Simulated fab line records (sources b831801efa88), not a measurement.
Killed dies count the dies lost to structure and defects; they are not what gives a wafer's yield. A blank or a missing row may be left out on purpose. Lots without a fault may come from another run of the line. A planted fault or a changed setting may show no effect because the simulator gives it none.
A single fault, viewed from 2 desks ; flow sky130 ; each desk holds nothing but its own numbers, with what lay behind them at the end

== AT THE METROLOGY DESK ==
What the gauges read for every lot (on any tool): the sampled wafers with a number, averaged. Any lot whose mean is over 4 standard deviations away from the usual mean is out of limits and marked OUT; that distance is given in the brackets.
Columns: A = LDD_HVN_OVL at SKY_LDD_HVN_OVL_MEAS_07, usual 0.4 nm; B = LI_CONTACT_W_RS at SKY_LI_CONTACT_RS_MEAS_22, usual 0.279 ohm/sq; C = LI_CONTACT_W_THK at SKY_LI_CONTACT_THK_MEAS_23, usual 420 nm
lot;first seen here;A;B;C
L665;day 20 06:10;2.2;0.277;424
L667;day 21 11:33;-0.1;0.285;414
L669;day 22 05:20;0.2;0.278;424
L670;day 22 12:35;-1.2;0.278;421
L673;day 23 04:35;0.7;0.275;424
L679;day 25 09:02;0.5;0.235 (-7.9) OUT;514 (+11) OUT
L680;day 25 15:11;-1.0;0.234 (-8.1) OUT;511 (+10) OUT
L681;day 26 01:22;2.2;0.273;423
L684;day 27 04:18;1.1;0.278;414
L686;day 27 19:43;0.7;0.274;426
Finding of this desk: L679, L680 out of limits, first seen on L679 at day 33 19:37 (LI_CONTACT_W_RS at SKY_LI_CONTACT_RS_MEAS_22). In limits: L665, L667, L669, L670, L673, L681, L684, L686.

== THE TOOL OWNER'S DESK: cvd-w-02 ==
The tool's own readings at SKY_LI_CONTACT_CVD_21 (deposits W, target thk 400 nm, time 120.56 s): means of the sampled wafers that have a number, for each lot that ran on this tool. Any lot whose mean is over 4 standard deviations away from the usual mean is out of limits and marked OUT; that distance is given in the brackets.
Columns: A = chamber-pressure-Torr at SKY_LI_CONTACT_CVD_21, usual 40.00 Torr; B = heater-power-w at SKY_LI_CONTACT_CVD_21, usual 878 W
lot;first seen here;A;B
L667;day 30 06:02;40.10;881
L679;day 33 19:29;40.04;838
L680;day 33 23:41;39.96;830
This desk's verdict: no lot among the 3 shows anything out of limits.

== TAKEN TOGETHER ==
At day 33 19:37 the metrology desk could have sounded an alarm, on L679, L680.
The desk of the tool owner found nothing out of limits.
On record at the tool owner's desk: L679, L680, within its limits.
The lots listed all ran SKY_LI_CONTACT_CVD_21 on cvd-w-02.

== WHAT THE SIMULATOR PUT IN ==
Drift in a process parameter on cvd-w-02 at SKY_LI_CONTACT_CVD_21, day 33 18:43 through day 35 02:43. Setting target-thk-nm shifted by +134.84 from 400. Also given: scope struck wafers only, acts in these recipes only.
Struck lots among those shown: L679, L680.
Hours from the fault's start to each desk's first reading out of limits: the metrology desk, 1.
